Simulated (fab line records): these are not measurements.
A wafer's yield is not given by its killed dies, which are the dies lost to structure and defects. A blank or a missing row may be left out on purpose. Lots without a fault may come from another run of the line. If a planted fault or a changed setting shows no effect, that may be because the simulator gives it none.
2 desks looking at one fault :: flow sfq_line :: each desk holds nothing but its own numbers, with what lay behind them at the end

== DESK OF THE TOOL OWNER: rie_diel-01 ==
The tool's own readings at SFQ_TRILAYER_I2_VIA_ETCH_VIA_ETCH_070 (etches SiO2 in CHF3, stops on Nb, target depth 260 nm): means of the sampled wafers that have a number, for each lot that ran on this tool. Any lot whose mean is over 4 standard deviations away from the usual mean is out of limits and marked OUT; that distance is given in the brackets.
Columns: A = drypump_motor_current_A at SFQ_TRILAYER_I2_VIA_ETCH_VIA_ETCH_070, usual 5.9 A; B = oes_product_au at SFQ_TRILAYER_I2_VIA_ETCH_VIA_ETCH_070, usual 0.853 a.u.; C = rf_fwd_power_W at SFQ_TRILAYER_I2_VIA_ETCH_VIA_ETCH_070, usual 497.9 W
lot: L653
first seen here: day 44 01:37
A: 6.0
B: 0.852
C: 497.4

lot: L660
first seen here: day 45 11:21
A: 5.6
B: 0.850
C: 551.5 (+32) OUT
Finding of this desk: L660 out of limits; the first was L660 at day 45 11:21, on rf_fwd_power_W at SFQ_TRILAYER_I2_VIA_ETCH_VIA_ETCH_070. In limits: L653.

== THE METROLOGY DESK ==
Lot by lot, what the gauges showed, no matter which tool ran the lot: averages of those sampled wafers that carry a number. Any lot whose mean is over 4 standard deviations away from the usual mean is out of limits and marked OUT; that distance is given in the brackets.
Columns: A = I2_BOW at SFQ_I2_BOW_MEAS_917, usual 3 um; B = I2_OVL at SFQ_I2_OVL_MEAS_918, usual -3 nm
lot: L651
first seen here: day 36 00:57
A: -4
B: 6

lot: L653
first seen here: day 38 08:33
A: 3
B: -3

lot: L659
first seen here: day 39 14:32
A: 1
B: -8

lot: L660
first seen here: day 39 23:48
A: 8
B: -0

lot: L667
first seen here: day 40 20:50
A: 11
B: -5
Result from this desk: across the 5 lots, nothing is out of limits.

== ALL TOGETHER ==
At day 45 11:21, on L660, the tool owner's desk was in a position to raise an alarm.
At the metrology desk, nothing out of limits was observed.
The metrology desk holds a record of L660, inside its limits.
SFQ_TRILAYER_I2_VIA_ETCH_VIA_ETCH_070 was run on rie_diel-01 by each of the lots named.

== WHAT THE SIMULATOR PUT IN ==
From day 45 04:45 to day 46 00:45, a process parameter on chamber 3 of rie_diel-01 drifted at SFQ_TRILAYER_I2_VIA_ETCH_VIA_ETCH_070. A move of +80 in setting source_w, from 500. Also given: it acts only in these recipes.
Lots struck among those shown: L660.
Each desk's first reading out of limits, in hours after the fault started: the tool owner's desk, 7.
